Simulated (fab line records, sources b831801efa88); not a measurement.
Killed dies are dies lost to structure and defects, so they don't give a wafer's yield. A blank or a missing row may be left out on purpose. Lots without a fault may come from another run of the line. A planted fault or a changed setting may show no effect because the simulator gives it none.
Split-lot experiment | flow sky130 | 5 lots, 23 wafers read, on a route of 708 steps

THE SPLIT
At SKY_METAL4_COAT_08 (resist thk 1140 nm), the setting spin_rpm was moved away from the recipe's 3000 rpm on 7 of the 23 wafers read, by -5.4% to +7.5%. The other wafers ran this setting at the recipe's value.

FROM THE SPLIT TO THE READING: what the file shows between them, 3 steps
- SKY_METAL4_SOFTBAKE_09: time 90 s (also split here: temp_c)
- SKY_METAL4_EXPOSE_10: exposes mask MM4, target cd 300 nm
- SKY_METAL4_PEB_11

THE READING
KrF-thick_of_METAL4_COAT_08.thk_nm (the simulator's own value, which no gauge read), in nm, at SKY_METAL4_DEVELOP_12 (develop time 60 s). The file gives no usual value for it. The 16 wafers here that ran the recipe average 1127 nm, standard deviation 3.8 nm.

wafer  | tool, chamber at the split | spin_rpm as run, rpm | against the recipe | KrF-thick_of_METAL4_COAT_08.thk_nm, nm | against lot-mates on the recipe
L074.1 | litho_track-04, 0          | 3000                 | recipe             | 1123                                   | -
L074.5 | litho_track-04, 0          | 3000                 | recipe             | 1123                                   | -
L074.4 | litho_track-04, 0          | 3000                 | recipe             | 1125                                   | -
L078.1 | litho_track-04, 0          | 3000                 | recipe             | 1127                                   | -
L078.2 | litho_track-04, 0          | 2929                 | -2.4%              | 1144                                   | +16
L078.3 | litho_track-04, 0          | 3000                 | recipe             | 1129                                   | -
L078.4 | litho_track-04, 0          | 2929                 | -2.4%              | 1142                                   | +14
L078.5 | litho_track-04, 0          | 2929                 | -2.4%              | 1141                                   | +13
L075.1 | litho_track-03, 0          | 2837                 | -5.4%              | 1169                                   | +36
L075.2 | litho_track-03, 0          | 3000                 | recipe             | 1130                                   | -
L075.3 | litho_track-03, 0          | 3000                 | recipe             | 1135                                   | -
L075.4 | litho_track-03, 0          | 2837                 | -5.4%              | 1165                                   | +32
L075.5 | litho_track-03, 0          | 3000                 | recipe             | 1134                                   | -
L080.1 | litho_track-02, 0          | 3000                 | recipe             | 1124                                   | -
L080.2 | litho_track-02, 0          | 3000                 | recipe             | 1124                                   | -
L080.3 | litho_track-02, 0          | 3000                 | recipe             | 1124                                   | -
L080.5 | litho_track-02, 0          | 3000                 | recipe             | 1128                                   | -
L080.6 | litho_track-02, 0          | 3000                 | recipe             | 1127                                   | -
L084.1 | litho_track-02, 0          | 3224                 | +7.5%              | 1087                                   | -38
L084.3 | litho_track-02, 0          | 3000                 | recipe             | 1129                                   | -
L084.4 | litho_track-02, 0          | 3000                 | recipe             | 1121                                   | -
L084.5 | litho_track-02, 0          | 3224                 | +7.5%              | 1083                                   | -42
L084.6 | litho_track-02, 0          | 3000                 | recipe             | 1126                                   | -

THE FIT
A straight line over all 23 wafers: KrF-thick_of_METAL4_COAT_08.thk_nm changes by -6.23 nm for each +1% of spin_rpm; r = -0.98; the points scatter about the line by 4.1 nm.
The same after taking each lot's own level away (the mean of its wafers on the recipe; 23 wafers): -5.72 nm for each +1%; r = -0.99; scatter 2.3 nm.
On that fit, the largest move of spin_rpm shifts the reading by 43 nm.
The lots' own levels span 1123.7 to 1133.0 nm, that is 2.5 times the standard deviation above.
So the lot-to-lot level changes the slope little: the two slopes agree.
Check: with one of the wafers moved furthest among these (+7.5%) left out of the fit, the line predicts -44.2 nm for it against its lot-mates. It came out at -38.3 nm against them.

OTHER SPLITS ON THESE WAFERS
These wafers also went through other splits before the reading. Each is held against what the fit with the lots' levels taken away leaves over:
other split on the same wafers | wafers away from the commonest value | r with KrF-thick_of_METAL4_COAT_08.thk_nm (lot level and that fit taken away)
SKY_METAL4_SOFTBAKE_09 temp_c  | 7                                    | -0.51

THE WHOLE CHAIN: every reading that the file lists as answering this split, in the file's order
step                  | what it does       | reading                                                                             | change (the file's fit)              | r (the file's)
SKY_METAL4_COAT_08    | resist thk 1140 nm | KrF-thick_of_METAL4_COAT_08.thk_nm (the simulator's own value, which no gauge read) | -5.47 nm for each +1% of the setting | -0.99
SKY_METAL4_DEVELOP_12 | develop time 60 s  | KrF-thick_of_METAL4_COAT_08.thk_nm (the simulator's own value, which no gauge read) | -5.7 nm for each +1% of the setting  | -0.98
SKY_METAL4_STRIP_19   | strips in O2/N2    | strip_time_to_endpoint_s                                                            | withheld for each +1% of the setting | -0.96

THE FILE'S OWN FIT
KrF-thick_of_METAL4_COAT_08.thk_nm changes by -5.7 nm for each +1% of spin_rpm, r = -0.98.
